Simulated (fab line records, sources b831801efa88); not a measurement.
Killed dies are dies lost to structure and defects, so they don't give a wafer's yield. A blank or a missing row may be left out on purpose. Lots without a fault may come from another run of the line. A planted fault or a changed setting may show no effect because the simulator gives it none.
fab line records | flow sky130
record lots=5 wafers=15 last_day=50
route steps=708 shown DNWELL@41 PWDE@45 NWELL@56
lots that met no fault: from a run of the same line without faults
start_h: hours from the record's first day to the start of the lot's first wafer shown | wait_h: hours since the lot's step before | " the same as in the row above | L1.1+2: a row that stands for several wafers | - no value, or no start given | * or withheld: withheld | < > ~ a bound
route shown NAME@n: a module of which the file shows steps, and the number in the route of the first | usual: mean/standard deviation of fault-free wafers | same: alike in all rows | chamber/n: place in a boat | sites: the reading at each site | _std_site: their standard deviation | _edge_site: outer sites' mean less inner sites' | radius_mm: how far each site lies from the wafer's centre | mask NAME#n: copy n | behind: the tool/chamber that last shaped the wafer | hold: why the lot was held/for how many hours/how that ended | device: the transistor (n, p or np) that didn't switch | end of line: the same wafers' tests at the end of the route | a step without rows: its recipe alone | killed: dies lost to structure and defects at the first sort, not the wafer's yield | map: a wafer's dies, x killed, . not, _ none there
set.NAME: the setting as run; set.NAME@STEP: as run at that earlier step | model.NAME: the simulator's own value behind a step, which no gauge read
lots at some steps of the route; a table a step, a row a wafer
services: from which hour (start_h, from the record's first day; less than 0 if before it) a tool's chamber was out of use, for how many hours, and why
## steps
# step SKY_DNWELL_DEVELOP_06
# recipe wall_angle_deg=90 developer=TMAH develop_time_s=60 dev_temp_c=23
# columns lot.wafer tool chamber start_h wait_h
L078.4+5+6 litho_track-02 0 - -
L082.1+2+3 litho_track-03 0 - -
L088.1+3+5 litho_track-03 0 - -
L094.2+5+6 litho_track-02 0 - -
L097.1+2+5 litho_track-01 0 - -
# step SKY_DNWELL_IMPLANT_07
# recipe species=P energy_kev=withheld dose_cm2=withheld tilt_deg=withheld
# usual end_station_pressure_torr=5.01e-06/2.8e-07
# columns lot.wafer tool chamber start_h wait_h end_station_pressure_torr
L078.4 implanter-03 0 76.15 - 4.82e-06
L078.5 " 0 " " 5.38e-06
L078.6 " 0 " " 4.84e-06
L082.1 implanter-04 0 97.34 - 4.84e-06
L082.2 " 0 " " 4.61e-06
L082.3 " 0 " " 5.03e-06
L088.1 implanter-02 0 130.18 - 5.07e-06
L088.3 " 0 " " 5.42e-06
L088.5 " 0 " " 4.67e-06
L094.2 implanter-03 0 161.99 - 5.43e-06
L094.5 " 0 " " 5.08e-06
L094.6 " 0 " " 4.5e-06
L097.1 implanter-03 0 185.47 - 5.05e-06
L097.2 " 0 " " 4.98e-06
L097.5 " 0 " " 4.8e-06
# step SKY_DNWELL_STRIP_08
# recipe chemistry=O2/N2 power_w=1400 pressure_mtorr=1500 platen_temp_c=withheld o2_flow_sccm=3000 n2_flow_sccm=300 overash_fraction=0.5
# usual drypump_motor_current_A=5.73/0.13 oes_product_au=0.722/0.0049 strip_time_to_endpoint_s=36.91/0.092
# columns lot.wafer tool chamber start_h wait_h drypump_motor_current_A oes_product_au rf_hours_counter_h strip_time_to_endpoint_s
L078.4 plasma_asher-02 0 76.25 0.1 5.61 0.730 - 36.86
L078.5 " 1 " " 5.91 0.727 - 36.85
L078.6 " 0 " " 5.58 0.727 - 36.85
L082.1 plasma_asher-04 0 97.49 0.1 5.74 0.720 25 37.06
L082.2 " 1 " " 5.87 0.717 25 36.97
L082.3 " 0 " " 5.74 0.724 - 37.01
L088.1 plasma_asher-04 0 130.33 0.1 5.74 0.715 29 36.86
L088.3 " 0 " " 5.74 0.723 - 36.83
L088.5 " 1 " " 5.88 0.714 - 36.70
L094.2 plasma_asher-02 1 162.12 0.1 5.85 0.724 4 36.84
L094.5 " 0 " " 5.62 0.725 - 36.80
L094.6 " 1 " " 5.88 0.721 - 36.84
L097.1 plasma_asher-04 1 185.62 0.1 5.83 0.722 34 36.83
L097.2 " 0 " " 5.75 0.724 34 36.86
L097.5 " 1 " " 5.87 0.711 - 36.72
# step SKY_DNWELL_TW_MEAS_09
# usual DNWELL_TW=1122/8.8
# columns lot.wafer tool chamber start_h wait_h DNWELL_TW
L078.4 film_metro-02 - 76.35 0.1 1122
L078.5 " - " " 1119
L078.6 " - " " 1123
L082.1 film_metro-03 - 97.59 0.1 1115
L082.2 " - " " 1108
L082.3 " - " " 1112
L088.1 film_metro-02 - 130.43 0.1 1125
L088.3 " - " " 1124
L088.5 " - " " 1124
L094.2 film_metro-02 - 162.23 0.1 1137
L094.5 " - " " 1140
L094.6 " - " " 1138
L097.1 film_metro-02 - 185.72 0.1 1128
L097.2 " - " " 1126
L097.5 " - " " 1124
# step SKY_PWDE_DEHYDRATE_00
# recipe temp_c=200 time_s=60
# columns lot.wafer tool chamber start_h wait_h
L078.4+5+6 litho_track-04 0 84.30 7.9
L082.1+2+3 litho_track-03 0 105.49 7.9
L088.1+3+5 litho_track-02 0 138.97 8.5
L094.2+5+6 litho_track-04 0 171.05 8.8
L097.1+2+5 litho_track-03 0 195.48 9.8
# step SKY_PWDE_HMDS_01
# recipe prime_time_s=60 prime_temp_c=120
# same prime_time_s=60
# columns lot.wafer tool chamber start_h wait_h
L078.4+5+6 litho_track-04 0 84.45 0.1
L082.1+2+3 litho_track-03 0 105.64 0.1
L088.1+3+5 litho_track-02 0 139.12 0.1
L094.2+5+6 litho_track-04 0 171.20 0.1
L097.1+2+5 litho_track-03 0 195.63 0.1
# step SKY_PWDE_COAT_02
# recipe spin_rpm=2000 resist_thk_nm=3000
# usual dispense_pressure_kPa=49/3.4 spin_speed_rpm=1999.8/1.2
# columns lot.wafer tool chamber start_h wait_h dispense_pressure_kPa spin_speed_rpm
L078.4 litho_track-04 0 84.60 0.1 52 2002.7
L078.5 " 0 " " 52 1999.7
L078.6 " 0 " " 52 2000.9
L082.1 litho_track-03 0 105.79 0.1 43 2000.5
L082.2 " 0 " " 43 2000.5
L082.3 " 0 " " 43 1999.3
L088.1 litho_track-02 0 139.27 0.1 49 1999.1
L088.3 " 0 " " 49 1999.1
L088.5 " 0 " " 49 1998.9
L094.2 litho_track-04 0 171.35 0.1 52 1999.2
L094.5 " 0 " " 52 2000.4
L094.6 " 0 " " 52 1998.1
L097.1 litho_track-03 0 195.78 0.1 43 1998.6
L097.2 " 0 " " 43 1999.2
L097.5 " 0 " " 43 1996.6
# step SKY_PWDE_SOFTBAKE_03
# recipe temp_c=110 time_s=withheld
# columns lot.wafer tool chamber start_h wait_h
L078.4+5+6 litho_track-04 0 84.77 0.1
L082.1+2+3 litho_track-03 0 105.94 0.1
L088.1+3+5 litho_track-02 0 139.42 0.1
L094.2+5+6 litho_track-04 0 171.51 0.1
L097.1+2+5 litho_track-03 0 195.93 0.1
# step SKY_PWDE_EXPOSE_04
# recipe mask_id=PWDEM na=0.6 source_shape=conventional sigma_outer=0.6 polarization=unpolarized target_cd_nm=840 dose_mj=214
# usual exposure_dose_mJ_cm2=213.99/0.22
# same sigma_outer=0.6
# columns lot.wafer tool chamber start_h wait_h mask exposure_dose_mJ_cm2
L078.4 iline_stepper-02 0 - - PWDEM#0 213.98
L078.5 " 0 " " PWDEM#0 213.98
L078.6 " 0 " " PWDEM#0 213.69
L082.1 iline_stepper-02 0 - - PWDEM#0 213.81
L082.2 " 0 " " PWDEM#0 213.79
L082.3 " 0 " " PWDEM#0 213.67
L088.1 iline_stepper-02 0 - - PWDEM#0 213.97
L088.3 " 0 " " PWDEM#0 214.38
L088.5 " 0 " " PWDEM#0 214.53
L094.2 iline_stepper-01 0 - - PWDEM#0 214.14
L094.5 " 0 " " PWDEM#0 214.07
L094.6 " 0 " " PWDEM#0 214.01
L097.1 iline_stepper-01 0 - - PWDEM#0 213.80
L097.2 " 0 " " PWDEM#0 214.01
L097.5 " 0 " " PWDEM#0 213.87
# step SKY_PWDE_PEB_05
# recipe temp_c=115 time_s=withheld
# columns lot.wafer tool chamber start_h wait_h
L078.4+5+6 litho_track-03 0 - -
L082.1+2+3 litho_track-03 0 - -
L088.1+3+5 litho_track-03 0 - -
L094.2+5+6 litho_track-03 0 - -
L097.1+2+5 litho_track-02 0 - -
# step SKY_PWDE_DEVELOP_06
# recipe wall_angle_deg=90 developer=TMAH develop_time_s=60 dev_temp_c=23
# columns lot.wafer tool chamber start_h wait_h
L078.4+5+6 litho_track-03 0 - -
L082.1+2+3 litho_track-03 0 - -
L088.1+3+5 litho_track-03 0 - -
L094.2+5+6 litho_track-03 0 - -
L097.1+2+5 litho_track-02 0 - -
# step SKY_PWDE_OVL_MEAS_07
# usual PWDE_OVL=0.8/1.4
# columns lot.wafer tool chamber start_h wait_h PWDE_OVL[nm]
L078.4 overlay-01 - 94.05 - 2.6
L078.5 " - " " 2.5
L078.6 " - " " 0.3
L082.1 overlay-01 - 115.79 - -1.4
L082.2 " - " " 0.3
L082.3 " - " " 1.0
L088.1 overlay-02 - 149.28 - 1.9
L088.3 " - " " 1.1
L088.5 " - " " 2.8
L094.2 overlay-01 - 181.64 - -1.8
L094.5 " - " " -1.3
L094.6 " - " " 0.3
L097.1 overlay-02 - 206.87 - 0.2
L097.2 " - " " 0.3
L097.5 " - " " -1.1
# step SKY_PWDE_IMPLANT_08
# recipe species=B energy_kev=150 dose_cm2=3.6e+12 tilt_deg=withheld
# usual end_station_pressure_torr=5.04e-06/2.7e-07
# columns lot.wafer tool chamber start_h wait_h end_station_pressure_torr
L078.4 implanter-04 0 94.15 0.1 4.55e-06
L078.5 " 0 " " 4.46e-06
L078.6 " 0 " " 5.33e-06
L082.1 implanter-04 0 115.82 0.0 5.35e-06
L082.2 " 0 " " 4.65e-06
L082.3 " 0 " " 4.9e-06
L088.1 implanter-04 0 149.32 0.0 4.91e-06
L088.3 " 0 " " 5.18e-06
L088.5 " 0 " " 4.52e-06
L094.2 implanter-04 0 181.70 0.0 4.93e-06
L094.5 " 0 " " 5.02e-06
L094.6 " 0 " " 5.24e-06
L097.1 implanter-01 0 206.91 0.0 5.09e-06
L097.2 " 0 " " 4.96e-06
L097.5 " 0 " " 5.1e-06
# step SKY_PWDE_STRIP_09
# recipe chemistry=O2/N2 power_w=1400 pressure_mtorr=1500 platen_temp_c=withheld o2_flow_sccm=3000 n2_flow_sccm=300 overash_fraction=0.5
# usual drypump_motor_current_A=5.67/0.19 oes_product_au=0.722/0.004 strip_time_to_endpoint_s=36.94/0.11
# columns lot.wafer tool chamber start_h wait_h drypump_motor_current_A oes_product_au rf_hours_counter_h strip_time_to_endpoint_s
L078.4 plasma_asher-04 0 94.25 0.1 5.75 0.719 - 36.80
L078.5 " 0 " " 5.74 0.719 - 36.88
L078.6 " 1 " " 5.85 0.721 - 36.83
L082.1 plasma_asher-01 0 115.97 0.1 5.49 0.723 35 36.75
L082.2 " 1 " " 5.74 0.720 35 36.79
L082.3 " 0 " " 5.51 0.716 - 36.80
L088.1 plasma_asher-03 1 149.47 0.1 5.36 0.721 49 36.94
L088.3 " 0 " " 5.80 0.721 - 37.00
L088.5 " 1 " " 5.38 0.720 - 37.18
L094.2 plasma_asher-03 1 181.82 0.1 5.42 0.727 52 37.05
L094.5 " 1 " " 5.43 0.727 - 36.99
L094.6 " 0 " " 5.86 0.727 - 37.03
L097.1 plasma_asher-04 0 207.06 0.1 5.75 0.725 36 36.80
L097.2 " 1 " " 5.89 0.730 36 36.76
L097.5 " 1 " " 5.90 0.723 - 36.74
# step SKY_PWDE_TW_MEAS_10
# usual PWDE_TW=376.0/2.2
# columns lot.wafer tool chamber start_h wait_h PWDE_TW
L078.4 film_metro-02 - 94.35 0.1 379.4
L078.5 " - " " 377.4
L078.6 " - " " 380.3
L082.1 film_metro-03 - 116.07 0.1 373.4
L082.2 " - " " 373.3
L082.3 " - " " 375.2
L088.1 film_metro-04 - 149.57 0.1 373.1
L088.3 " - " " 375.2
L088.5 " - " " 373.8
L094.2 film_metro-03 - 181.93 0.1 376.0
L094.5 " - " " 378.6
L094.6 " - " " 377.0
L097.1 film_metro-02 - 207.16 0.1 380.1
L097.2 " - " " 378.3
L097.5 " - " " 377.8
# step SKY_NWELL_DEHYDRATE_03
# recipe temp_c=200 time_s=60
# columns lot.wafer tool chamber start_h wait_h
L078.4+5+6 litho_track-03 0 102.11 7.7
L082.1+2+3 litho_track-01 0 124.37 8.3
L088.1+3+5 litho_track-04 0 158.97 9.4
L094.2+5+6 litho_track-01 0 191.45 9.5
L097.1+2+5 litho_track-04 0 217.67 10.5
# step SKY_NWELL_HMDS_04
# recipe prime_time_s=60 prime_temp_c=120
# same prime_time_s=60
# columns lot.wafer tool chamber start_h wait_h
L078.4+5+6 litho_track-03 0 102.26 0.1
L082.1+2+3 litho_track-01 0 124.52 0.1
L088.1+3+5 litho_track-04 0 159.12 0.1
L094.2+5+6 litho_track-01 0 191.60 0.1
L097.1+2+5 litho_track-04 0 217.82 0.1
# step SKY_NWELL_COAT_05
# recipe spin_rpm=2000 resist_thk_nm=3000
# usual dispense_pressure_kPa=47/3.6 spin_speed_rpm=2000.0/1.2
# columns lot.wafer tool chamber start_h wait_h dispense_pressure_kPa spin_speed_rpm
L078.4 litho_track-03 0 102.41 0.1 43 2000.7
L078.5 " 0 " " 43 1999.9
L078.6 " 0 " " 43 1998.5
L082.1 litho_track-01 0 124.67 0.1 48 1999.9
L082.2 " 0 " " 48 2001.8
L082.3 " 0 " " 48 2001.9
L088.1 litho_track-04 0 159.27 0.1 52 1999.6
L088.3 " 0 " " 52 1999.6
L088.5 " 0 " " 52 2000.5
L094.2 litho_track-01 0 191.75 0.1 48 1999.0
L094.5 " 0 " " 48 2000.0
L094.6 " 0 " " 48 1999.5
L097.1 litho_track-04 0 217.97 0.1 52 1999.3
L097.2 " 0 " " 52 2000.8
L097.5 " 0 " " 52 1998.3
# step SKY_NWELL_SOFTBAKE_06
# recipe temp_c=110 time_s=withheld
# columns lot.wafer tool chamber start_h wait_h
L078.4+5+6 litho_track-03 0 102.59 0.1
L082.1+2+3 litho_track-01 0 124.82 0.1
L088.1+3+5 litho_track-04 0 159.42 0.1
L094.2+5+6 litho_track-01 0 191.90 0.1
L097.1+2+5 litho_track-04 0 218.12 0.1
# step SKY_NWELL_EXPOSE_07
# recipe mask_id=NWM na=0.6 source_shape=conventional sigma_outer=0.6 polarization=unpolarized target_cd_nm=840 dose_mj=255
# usual exposure_dose_mJ_cm2=255.03/0.24
# same sigma_outer=0.6
# columns lot.wafer tool chamber start_h wait_h mask exposure_dose_mJ_cm2
L078.4 iline_stepper-02 0 - - NWM#0 255.02
L078.5 " 0 " " NWM#0 255.33
L078.6 " 0 " " NWM#0 254.53
L082.1 iline_stepper-02 0 - - NWM#0 255.09
L082.2 " 0 " " NWM#0 255.18
L082.3 " 0 " " NWM#0 255.43
L088.1 iline_stepper-01 0 - - NWM#0 255.08
L088.3 " 0 " " NWM#0 254.78
L088.5 " 0 " " NWM#0 255.16
L094.2 iline_stepper-02 0 - - NWM#0 255.49
L094.5 " 0 " " NWM#0 255.38
L094.6 " 0 " " NWM#0 255.11
L097.1 iline_stepper-02 0 - - NWM#0 255.07
L097.2 " 0 " " NWM#0 254.87
L097.5 " 0 " " NWM#0 254.76
# step SKY_NWELL_PEB_08
# recipe temp_c=115 time_s=withheld
# columns lot.wafer tool chamber start_h wait_h
L078.4+5+6 litho_track-04 0 - -
L082.1+2+3 litho_track-04 0 - -
L088.1+3+5 litho_track-04 0 - -
L094.2+5+6 litho_track-01 0 - -
L097.1+2+5 litho_track-01 0 - -
# step SKY_NWELL_DEVELOP_09
# recipe wall_angle_deg=90 developer=TMAH develop_time_s=60 dev_temp_c=23
# columns lot.wafer tool chamber start_h wait_h
L078.4+5+6 litho_track-04 0 - -
L082.1+2+3 litho_track-04 0 - -
L088.1+3+5 litho_track-04 0 - -
L094.2+5+6 litho_track-01 0 - -
L097.1+2+5 litho_track-01 0 - -
# step SKY_NWELL_OVL_MEAS_10
# usual NWELL_00_OVL=-0.7/1.6
# columns lot.wafer tool chamber start_h wait_h NWELL_00_OVL[nm]
L078.4 overlay-02 - 111.89 - -1.0
L078.5 " - " " 0.3
L078.6 " - " " 0.3
L082.1 overlay-02 - 134.32 - 1.4
L082.2 " - " " 2.1
L082.3 " - " " 0.7
L088.1 overlay-02 - 169.17 - 0.8
L088.3 " - " " -0.7
L088.5 " - " " 1.1
L094.2 overlay-02 - 203.33 - 1.6
L094.5 " - " " 0.2
L094.6 " - " " 1.4
L097.1 overlay-01 - 229.97 - -2.2
L097.2 " - " " -1.3
L097.5 " - " " -0.4
# step SKY_NWELL_IMPLANT_11
# recipe species=P energy_kev=400 dose_cm2=1.9e+13 tilt_deg=withheld
# usual end_station_pressure_torr=5.08e-06/2.5e-07
# columns lot.wafer tool chamber start_h wait_h end_station_pressure_torr
L078.4 implanter-01 0 111.98 0.1 5.11e-06
L078.5 " 0 " " 5.73e-06
L078.6 " 0 " " 5.47e-06
L082.1 implanter-01 0 134.36 0.0 5.39e-06
L082.2 " 0 " " 5.27e-06
L082.3 " 0 " " 5.06e-06
L088.1 implanter-02 0 169.21 0.0 4.95e-06
L088.3 " 0 " " 5.63e-06
L088.5 " 0 " " 4.64e-06
L094.2 implanter-01 0 203.38 0.0 5.36e-06
L094.5 " 0 " " 5.13e-06
L094.6 " 0 " " 4.67e-06
L097.1 implanter-01 0 230.01 0.0 5.18e-06
L097.2 " 0 " " 5.11e-06
L097.5 " 0 " " 5.04e-06
# step SKY_NWELL_IMPLANT_12
# recipe species=P energy_kev=120 dose_cm2=1.3e+12 tilt_deg=withheld
# usual end_station_pressure_torr=5.01e-06/2.7e-07
# columns lot.wafer tool chamber start_h wait_h end_station_pressure_torr
L078.4 implanter-01 0 112.13 0.1 5.19e-06
L078.5 " 0 " " 4.41e-06
L078.6 " 0 " " 4.54e-06
L082.1 implanter-01 0 134.51 0.1 4.92e-06
L082.2 " 0 " " 4.62e-06
L082.3 " 0 " " 5.04e-06
L088.1 implanter-02 0 169.36 0.1 4.93e-06
L088.3 " 0 " " 4.87e-06
L088.5 " 0 " " 4.82e-06
L094.2 implanter-01 0 203.53 0.1 4.66e-06
L094.5 " 0 " " 4.54e-06
L094.6 " 0 " " 5.05e-06
L097.1 implanter-01 0 230.16 0.1 5.14e-06
L097.2 " 0 " " 5.08e-06
L097.5 " 0 " " 4.84e-06
# step SKY_NWELL_IMPLANT_13
# recipe species=P energy_kev=50 dose_cm2=7e+11 tilt_deg=withheld
# usual end_station_pressure_torr=5.04e-06/2.6e-07
# columns lot.wafer tool chamber start_h wait_h end_station_pressure_torr
L078.4 implanter-01 0 112.28 0.1 4.63e-06
L078.5 " 0 " " 5.1e-06
L078.6 " 0 " " 5.19e-06
L082.1 implanter-01 0 134.66 0.1 4.84e-06
L082.2 " 0 " " 4.77e-06
L082.3 " 0 " " 4.84e-06
L088.1 implanter-02 0 169.51 0.1 5.33e-06
L088.3 " 0 " " 4.76e-06
L088.5 " 0 " " 5e-06
L094.2 implanter-01 0 203.68 0.1 4.97e-06
L094.5 " 0 " " 4.71e-06
L094.6 " 0 " " 5.29e-06
L097.1 implanter-01 0 230.31 0.1 4.95e-06
L097.2 " 0 " " 5.24e-06
L097.5 " 0 " " 5.32e-06
# step SKY_NWELL_STRIP_14
# recipe chemistry=O2/N2 power_w=1400 pressure_mtorr=1500 platen_temp_c=withheld o2_flow_sccm=3000 n2_flow_sccm=300 overash_fraction=0.5
# usual drypump_motor_current_A=5.67/0.17 oes_product_au=0.722/0.0045 strip_time_to_endpoint_s=36.90/0.086
# columns lot.wafer tool chamber start_h wait_h drypump_motor_current_A oes_product_au rf_hours_counter_h strip_time_to_endpoint_s
L078.4 plasma_asher-01 1 112.39 0.1 5.75 0.722 - 36.87
L078.5 " 0 " " 5.50 0.717 - 36.88
L078.6 " 1 " " 5.73 0.716 - 36.85
L082.1 plasma_asher-02 1 134.81 0.1 5.89 0.723 2 36.90
L082.2 " 0 " " 5.63 0.721 2 36.98
L082.3 " 1 " " 5.87 0.718 - 36.88
L088.1 plasma_asher-01 0 169.66 0.1 5.49 0.723 40 36.76
L088.3 " 0 " " 5.49 0.724 - 36.85
L088.5 " 1 " " 5.74 0.718 - 36.79
L094.2 plasma_asher-01 0 203.81 0.1 5.46 0.722 44 37.10
L094.5 " 1 " " 5.72 0.727 - 36.99
L094.6 " 0 " " 5.47 0.718 - 37.02
L097.1 plasma_asher-01 0 230.46 0.1 5.48 0.719 47 36.93
L097.2 " 1 " " 5.74 0.719 47 36.96
L097.5 " 0 " " 5.49 0.732 - 36.86
# step SKY_NWELL_TW_MEAS_15
# usual NWELL_TW=1830/12
# columns lot.wafer tool chamber start_h wait_h NWELL_TW
L078.4 film_metro-02 - 112.49 0.1 1830
L078.5 " - " " 1833
L078.6 " - " " 1827
L082.1 film_metro-02 - 134.91 0.1 1848
L082.2 " - " " 1850
L082.3 " - " " 1854
L088.1 film_metro-03 - 169.76 0.1 1829
L088.3 " - " " 1831
L088.5 " - " " 1838
L094.2 film_metro-04 - 203.92 0.1 1823
L094.5 " - " " 1823
L094.6 " - " " 1820
L097.1 film_metro-04 - 230.56 0.1 1828
L097.2 " - " " 1831
L097.5 " - " " 1839
# step SKY_NWELL_DEHYDRATE_16
# recipe temp_c=200 time_s=60
# columns lot.wafer tool chamber start_h wait_h
L078.4+5+6 litho_track-04 0 120.80 8.3
L082.1+2+3 litho_track-01 0 143.72 8.8
L088.1+3+5 litho_track-04 0 179.17 9.4
L094.2+5+6 litho_track-03 0 213.71 9.8
L097.1+2+5 litho_track-01 0 241.87 11.3
# step SKY_NWELL_HMDS_17
# recipe prime_time_s=60 prime_temp_c=120
# same prime_time_s=60
# columns lot.wafer tool chamber start_h wait_h
L078.4+5+6 litho_track-04 0 120.95 0.1
L082.1+2+3 litho_track-01 0 143.87 0.1
L088.1+3+5 litho_track-04 0 179.32 0.1
L094.2+5+6 litho_track-03 0 213.86 0.1
L097.1+2+5 litho_track-01 0 242.02 0.1
# step SKY_NWELL_COAT_18
# recipe spin_rpm=2000 resist_thk_nm=3000
# usual dispense_pressure_kPa=48/3.8 spin_speed_rpm=2000.1/1.3
# columns lot.wafer tool chamber start_h wait_h dispense_pressure_kPa spin_speed_rpm
L078.4 litho_track-04 0 121.10 0.1 52 2001.0
L078.5 " 0 " " 52 2002.1
L078.6 " 0 " " 52 2001.7
L082.1 litho_track-01 0 144.02 0.1 48 1999.1
L082.2 " 0 " " 48 2001.1
L082.3 " 0 " " 48 1999.6
L088.1 litho_track-04 0 179.47 0.1 52 1999.9
L088.3 " 0 " " 52 2001.0
L088.5 " 0 " " 52 1999.2
L094.2 litho_track-03 0 214.01 0.1 43 2003.7
L094.5 " 0 " " 43 1999.7
L094.6 " 0 " " 43 1997.6
L097.1 litho_track-01 0 242.17 0.1 48 1997.9
L097.2 " 0 " " 48 1999.6
L097.5 " 0 " " 48 1999.6
# step SKY_NWELL_SOFTBAKE_19
# recipe temp_c=110 time_s=withheld
# columns lot.wafer tool chamber start_h wait_h
L078.4+5+6 litho_track-04 0 121.27 0.1
L082.1+2+3 litho_track-01 0 144.17 0.1
L088.1+3+5 litho_track-04 0 179.62 0.1
L094.2+5+6 litho_track-03 0 214.17 0.1
L097.1+2+5 litho_track-01 0 242.32 0.1
# step SKY_NWELL_EXPOSE_20
# recipe mask_id=NWM_COMPLEMENT na=0.6 source_shape=conventional sigma_outer=0.6 polarization=unpolarized target_cd_nm=840 dose_mj=260
# usual exposure_dose_mJ_cm2=260.01/0.24
# same sigma_outer=0.6
# columns lot.wafer tool chamber start_h wait_h mask exposure_dose_mJ_cm2
L078.4 iline_stepper-02 0 - - NWM_COMPLEMENT#0 259.69
L078.5 " 0 " " NWM_COMPLEMENT#0 259.86
L078.6 " 0 " " NWM_COMPLEMENT#0 259.86
L082.1 iline_stepper-01 0 - - NWM_COMPLEMENT#0 260.04
L082.2 " 0 " " NWM_COMPLEMENT#0 260.25
L082.3 " 0 " " NWM_COMPLEMENT#0 259.80
L088.1 iline_stepper-01 0 - - NWM_COMPLEMENT#0 260.24
L088.3 " 0 " " NWM_COMPLEMENT#0 259.93
L088.5 " 0 " " NWM_COMPLEMENT#0 260.20
L094.2 iline_stepper-01 0 - - NWM_COMPLEMENT#0 260.00
L094.5 " 0 " " NWM_COMPLEMENT#0 260.13
L094.6 " 0 " " NWM_COMPLEMENT#0 260.13
L097.1 iline_stepper-02 0 - - NWM_COMPLEMENT#0 260.01
L097.2 " 0 " " NWM_COMPLEMENT#0 260.11
L097.5 " 0 " " NWM_COMPLEMENT#0 260.46
# step SKY_NWELL_PEB_21
# recipe temp_c=115 time_s=withheld
# columns lot.wafer tool chamber start_h wait_h
L078.4+5+6 litho_track-03 0 - -
L082.1+2+3 litho_track-03 0 - -
L088.1+3+5 litho_track-04 0 - -
L094.2+5+6 litho_track-01 0 - -
L097.1+2+5 litho_track-03 0 - -
# step SKY_NWELL_DEVELOP_22
# recipe wall_angle_deg=90 developer=TMAH develop_time_s=60 dev_temp_c=23
# columns lot.wafer tool chamber start_h wait_h
L078.4+5+6 litho_track-03 0 - -
L082.1+2+3 litho_track-03 0 - -
L088.1+3+5 litho_track-04 0 - -
L094.2+5+6 litho_track-01 0 - -
L097.1+2+5 litho_track-03 0 - -
# step SKY_NWELL_OVL_MEAS_23
# usual NWELL_01_OVL=-0.3/1.5
# columns lot.wafer tool chamber start_h wait_h NWELL_01_OVL[nm]
L078.4 overlay-02 - 130.55 - 0.1
L078.5 " - " " -2.2
L078.6 " - " " -1.2
L082.1 overlay-01 - 154.23 - -2.0
L082.2 " - " " -1.8
L082.3 " - " " -2.6
L088.1 overlay-01 - 189.52 - -2.5
L088.3 " - " " -0.9
L088.5 " - " " -0.3
L094.2 overlay-02 - 225.93 - 2.8
L094.5 " - " " 2.1
L094.6 " - " " 2.9
L097.1 overlay-02 - 254.53 - -1.3
L097.2 " - " " -0.1
L097.5 " - " " 2.6
# step SKY_NWELL_IMPLANT_24
# recipe species=B energy_kev=140 dose_cm2=9.2e+12 tilt_deg=withheld
# usual end_station_pressure_torr=5.04e-06/2.6e-07
# columns lot.wafer tool chamber start_h wait_h end_station_pressure_torr
L078.4 implanter-03 0 130.65 0.1 4.95e-06
L078.5 " 0 " " 5.23e-06
L078.6 " 0 " " 4.61e-06
L082.1 implanter-03 0 154.27 0.0 4.95e-06
L082.2 " 0 " " 4.97e-06
L082.3 " 0 " " 4.93e-06
L088.1 implanter-02 0 189.56 0.0 5.07e-06
L088.3 " 0 " " 5.35e-06
L088.5 " 0 " " 5.08e-06
L094.2 implanter-01 0 225.98 0.0 4.78e-06
L094.5 " 0 " " 5.46e-06
L094.6 " 0 " " 5.14e-06
L097.1 implanter-03 0 254.57 0.0 5.79e-06
L097.2 " 0 " " 5.42e-06
L097.5 " 0 " " 5.09e-06
# step SKY_NWELL_STRIP_25
# recipe chemistry=O2/N2 power_w=1400 pressure_mtorr=1500 platen_temp_c=withheld o2_flow_sccm=3000 n2_flow_sccm=300 overash_fraction=0.5
# usual drypump_motor_current_A=5.66/0.18 oes_product_au=0.722/0.0046 strip_time_to_endpoint_s=36.91/0.091
# columns lot.wafer tool chamber start_h wait_h drypump_motor_current_A oes_product_au rf_hours_counter_h strip_time_to_endpoint_s
L078.4 plasma_asher-03 1 130.75 0.1 5.36 0.722 - 36.97
L078.5 " 1 " " 5.40 0.723 - 36.94
L078.6 " 0 " " 5.84 0.714 - 37.01
L082.1 plasma_asher-01 1 154.42 0.1 5.72 0.717 39 36.86
L082.2 " 0 " " 5.51 0.725 39 36.88
L082.3 " 0 " " 5.48 0.716 - 36.83
L088.1 plasma_asher-01 1 189.71 0.1 5.77 0.724 42 36.78
L088.3 " 1 " " 5.73 0.720 - 36.87
L088.5 " 1 " " 5.76 0.719 - 36.95
L094.2 plasma_asher-02 1 226.11 0.1 5.86 0.720 10 36.92
L094.5 " 1 " " 5.88 0.720 - 37.09
L094.6 " 0 " " 5.60 0.726 - 36.98
L097.1 plasma_asher-01 1 254.72 0.1 5.76 0.733 49 36.94
L097.2 " 0 " " 5.49 0.719 49 37.03
L097.5 " 1 " " 5.73 0.718 - 36.93
# step SKY_NWELL_TW_MEAS_26
# usual NWELL_2_TW=500/3.8
# columns lot.wafer tool chamber start_h wait_h NWELL_2_TW
L078.4 film_metro-03 - 130.85 0.1 501
L078.5 " - " " 501
L078.6 " - " " 498
L082.1 film_metro-04 - 154.52 0.1 495
L082.2 " - " " 498
L082.3 " - " " 498
L088.1 film_metro-03 - 189.81 0.1 498
L088.3 " - " " 501
L088.5 " - " " 501
L094.2 film_metro-02 - 226.22 0.1 502
L094.5 " - " " 504
L094.6 " - " " 505
L097.1 film_metro-02 - 254.82 0.1 504
L097.2 " - " " 506
L097.5 " - " " 506
# step SKY_NWELL_CLEAN_27
# recipe chemistry=SC1/SC2 mix=1:4:20 temp_c=70 time_s=150 dry=n2_spin
# columns lot.wafer tool chamber start_h wait_h
L078.4+5+6 wet_bench-01 1 130.88 0.0
L082.1+2+3 wet_bench-04 0 154.58 0.1
L088.1+3+5 wet_bench-01 0 189.87 0.1
L094.2+5+6 wet_bench-03 1 226.27 0.0
L097.1+2+5 wet_bench-03 1 254.88 0.1
## services
# columns tool chamber start_h hours kind
litho_track-02 - 63.09 - consumable_replace:filter
iline_stepper-01 - 63.84 1.7 pm
iline_stepper-02 0 66.96 - calibration
iline_stepper-01 - 78.93 2.0 repair
implanter-03 - 92.28 3.6 repair
implanter-01 - 93.83 2.9 repair
plasma_asher-03 - 93.99 6.8 repair
plasma_asher-01 - 94.68 14.6 pm
implanter-02 - 106.86 4.6 repair
plasma_asher-02 - 108.75 9.0 pm
plasma_asher-02 0 108.75 9.0 vent_cycle
plasma_asher-02 1 108.75 9.0 vent_cycle
plasma_asher-02 0 117.75 - clean
plasma_asher-02 1 117.75 - clean
iline_stepper-02 - 132.89 4.4 pm
implanter-03 - 149.89 3.7 repair
implanter-02 - 160.25 1.9 repair
plasma_asher-02 - 177.45 1.0 repair
wet_bench-01 - 186.29 2.1 repair
plasma_asher-04 - 186.93 1.3 repair
iline_stepper-01 0 218.10 - calibration
implanter-04 - 220.61 4.6 pm
implanter-02 - 235.14 2.8 pm
iline_stepper-02 - 245.29 1.7 pm
## key
fault none
